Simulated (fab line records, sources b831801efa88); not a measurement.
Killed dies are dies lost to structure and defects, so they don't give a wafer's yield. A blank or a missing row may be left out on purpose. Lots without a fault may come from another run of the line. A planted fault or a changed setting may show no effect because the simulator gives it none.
A struck lot beside a sound one | flow sfq_line | 20 steps out of a route of 325
Sound: wafers L434.1, L434.3, L434.4. Struck: wafer L445.5. (L445.1, L445.3 of the same lot were not struck and are left out.) The cause comes at the end.
At each step with rows: each side's tool, then ch and its chambers, then its first start. Under that, the readings that differ: sound wafers | struck wafers | difference of the means | sigmas: that difference in standard deviations of wafers without a fault.
alike: readings whose means differ by less than 2 such deviations, and words and numbers that are the same on both sides. not compared: withheld readings, readings that some wafer has no value for, bounds like >300 that may hide the same value, and numbers for which the record gives no deviation and whose values overlap.
The two part at a step that has a row with sigmas, a row that says differs or no value, or rows on one side only. Numbers that don't overlap but have no deviation are shown without sigmas and don't part them. A reading that every wafer of one side lacks parts them only if that side has two wafers or more.

first, 2 steps without rows for these wafers: SFQ_TRILAYER_I0_VIA_LITHO_PEB_034 (peb time 60 s); SFQ_TRILAYER_I0_VIA_LITHO_DEVELOP_033 (time 60 s).
SFQ_I0_OVL_MEAS_908:
  sound on overlay-02, day 14 19:56; struck on overlay-02, day 19 14:10
  alike: I0_OVL
then, 1 step without rows for these wafers: SFQ_TRILAYER_I0_VIA_BARC_OPEN_VIA_ETCH_046 (etches BARC in O2, target depth 125 nm, time 41.7 s).
SFQ_TRILAYER_I0_VIA_ETCH_VIA_ETCH_034: etches SiO2 in CHF3, stops on Nb, target depth 260 nm.
  sound on rie_diel-02 ch 0,2,3, day 14 20:01; struck on rie_diel-02 ch 1, day 19 14:14
  reading               | sound             | struck | difference | sigmas
  oes_product_au (a.u.) | 0.859 0.855 0.866 | 0.844  | -0.016     | -3
  alike: drypump_motor_current_A
SFQ_TRILAYER_I0_VIA_STRIP_STRIP_035: strips in O2.
  sound on rie_metal-02 ch 0,1, day 14 20:08; struck on rie_metal-02 ch 0, day 19 14:22
  alike: drypump_motor_current_A, he_backside_leak_sccm, oes_product_au
  not compared: rf_hours_counter_h
then, 2 steps without rows for these wafers: SFQ_TRILAYER_I0_VIA_STRIP_SOLV_CLEAN_036 (cleans in NMP, time 600 s); SFQ_TRILAYER_M1_DEP_PRE_CLEAN_038 (time 22.5 s).
SFQ_TRILAYER_M1_DEP_SPUTTER_037: material Nb, target thk 200 nm, time 133.3 s.
  sound on pvd_sputter-05, day 14 20:56; struck on pvd_sputter-05, day 19 15:10
  alike: chamber_pressure_pa, throttle_valve_pct
SFQ_M1_RS_MEAS_909: measures by four-point-probe.
  sound on film_metro-02, day 14 21:02; struck on film_metro-03, day 19 15:15
  alike: M1_NB_RS
then, 1 step without rows for these wafers: SFQ_TRILAYER_M1_LITHO_COAT_044 (resist thk 62 nm).
SFQ_TRILAYER_M1_LITHO_COAT_039: resist thk 600 nm.
  sound on litho_track-01 ch 0, day 14 21:31; struck on litho_track-02 ch 0, day 19 15:44
  reading                                             | sound             | struck | difference | sigmas
  model.KrF_of_TRILAYER_M1_LITHO_COAT_039.thk_nm (nm) | 602.4 603.2 601.8 | 553.9  | -48.6      |
then, 4 steps without rows for these wafers: SFQ_TRILAYER_M1_LITHO_SOFTBAKE_043; SFQ_TRILAYER_M1_LITHO_EXPOSE_040 (exposes mask M1, target cd 500 nm); SFQ_TRILAYER_M1_LITHO_PEB_042 (peb time 60 s); SFQ_TRILAYER_M1_LITHO_DEVELOP_041 (time 60 s).
-- the record jumps here: 7 days lie between the struck wafers' starts before and after --
SFQ_M1_OVL_MEAS_911:
  sound on overlay-02, day 20 22:34; struck on overlay-02, day 26 06:22
  alike: M1_OVL
SFQ_TRILAYER_M1_BARC_OPEN_METAL_ETCH_054: etches BARC in O2, target depth 125 nm, time 41.7 s.
  sound on rie_metal-01 ch 0,1, day 20 22:36; struck on rie_metal-01 ch 0, day 26 06:25
  alike: drypump_motor_current_A, he_backside_leak_sccm, oes_product_au
  not compared: rf_hours_counter_h
SFQ_TRILAYER_M1_ETCH_METAL_ETCH_042: etches Nb in Cl2/Ar, stops on SiO2, target depth 240 nm, time 120 s.
  sound on rie_metal-01 ch 0,1, day 20 22:40; struck on rie_metal-01 ch 0, day 26 06:28
  reading                                             | sound             | struck | difference | sigmas
  oes_product_au (a.u.)                               | 0.907 0.907 0.909 | 0.894  | -0.014     | -2
  model.KrF_of_TRILAYER_M1_LITHO_COAT_039.thk_nm (nm) | 384.6 384.8 384.1 | 334.3  | -50.2      |
  alike: drypump_motor_current_A, he_backside_leak_sccm
  not compared: rf_hours_counter_h
SFQ_TRILAYER_M1_STRIP_STRIP_043: strips in O2.
  sound on rie_metal-01 ch 0,1, day 20 22:47; struck on rie_metal-01 ch 0, day 26 06:35
  alike: drypump_motor_current_A, he_backside_leak_sccm, oes_product_au
  not compared: rf_hours_counter_h

WHERE THEY PART
First at SFQ_TRILAYER_I0_VIA_ETCH_VIA_ETCH_034; last, within this record, at SFQ_TRILAYER_M1_ETCH_METAL_ETCH_042. Later steps at which nothing parts them and some readings are alike: SFQ_TRILAYER_M1_STRIP_STRIP_043.

WHY: what the simulator had put in
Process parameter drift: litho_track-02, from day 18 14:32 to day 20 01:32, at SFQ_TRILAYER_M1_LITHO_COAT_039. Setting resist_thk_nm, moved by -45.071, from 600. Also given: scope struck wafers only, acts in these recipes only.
